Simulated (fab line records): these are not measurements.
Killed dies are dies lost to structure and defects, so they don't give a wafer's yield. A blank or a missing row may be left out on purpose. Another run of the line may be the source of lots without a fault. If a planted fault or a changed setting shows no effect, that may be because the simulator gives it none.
2 desks looking at one fault / flow gf180mcu / only its own numbers are on each desk; what lay behind them is given at the end

== TOOL OWNER'S DESK, pecvd-03 ==
The tool's own readings at GF_V3_CVD_02 (deposits SiO2 from TEOS, target thk 850 nm, time 94.851 s): means of the sampled wafers that have a number, for each lot that ran on this tool. A lot is out of limits, marked OUT, if its mean lies more than 4 standard deviations from the usual mean; the brackets give that distance.
Columns: A = heater power w at GF_V3_CVD_02, usual 660 W
lot=L172; first seen here=day 21 23:07; A=688
lot=L175; first seen here=day 23 04:08; A=727
lot=L176; first seen here=day 23 16:44; A=631
lot=L177; first seen here=day 24 14:20; A=646
lot=L180; first seen here=day 25 06:35; A=620
lot=L181; first seen here=day 25 14:40; A=649
lot=L182; first seen here=day 25 16:54; A=705
lot=L187; first seen here=day 27 06:28; A=803
lot=L188; first seen here=day 27 10:50; A=729
lot=L189; first seen here=day 27 19:43; A=614
Finding of this desk: none of the 10 lots has anything out of limits.

== THE METROLOGY DESK ==
Means of the sampled wafers that have a number, per lot and without regard to the tool the lot ran on: this is what the gauges read. A lot is out of limits, marked OUT, if its mean lies more than 4 standard deviations from the usual mean; the brackets give that distance.
Columns: A = V2_BOW at GF_V2_BOW_MEAS_05, usual 101 um; B = cd nm at GF_V2_CD_MEAS_14, usual 260.2 nm; C = V3_CVD_02_THK at GF_V3_THK_MEAS_03, usual 851 nm
lot=L172; first seen here=day 19 20:49; A=96; B=260.2; C=838
lot=L174; first seen here=day 20 19:14; A=96; B=260.1; C=842
lot=L175; first seen here=day 21 02:43; A=106; B=260.0; C=857
lot=L176; first seen here=day 21 16:33; A=106; B=261.1; C=865
lot=L177; first seen here=day 22 13:28; A=92; B=258.3; C=846
lot=L180; first seen here=day 23 07:23; A=106; B=260.0; C=850
lot=L181; first seen here=day 23 16:48; A=106; B=260.3; C=846
lot=L182; first seen here=day 23 18:50; A=107; B=259.3; C=859
lot=L187; first seen here=day 25 08:19; A=104; B=259.9; C=982 (+12) OUT
lot=L188; first seen here=day 25 14:05; A=98; B=261.1; C=1118 (+24) OUT
lot=L189; first seen here=day 25 23:01; A=100; B=260.2; C=996 (+13) OUT
lot=L194; first seen here=day 27 07:11; A=98; B=260.5; C=846
Per this desk, out of limits: L187, L188, L189; the first was L187, day 27 06:32 (V3_CVD_02_THK at GF_V3_THK_MEAS_03). In limits: L172, L174, L175, L176, L177, L180, L181, L182, L194.

== ALL TOGETHER ==
Metrology desk: alarm possible at day 27 06:32 on L187, L188, L189.
The desk of the tool owner found nothing out of limits.
On record at the tool owner's desk: L187, L188, L189, within its limits.
On pecvd-03, each named lot ran GF_V3_CVD_02.

== WHAT THE SIMULATOR HAD PUT IN ==
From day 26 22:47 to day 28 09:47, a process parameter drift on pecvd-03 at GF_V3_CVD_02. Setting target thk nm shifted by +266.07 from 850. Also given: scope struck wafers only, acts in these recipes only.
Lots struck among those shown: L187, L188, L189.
Hours from the fault's start to each desk's first reading out of limits: the metrology desk, 8.
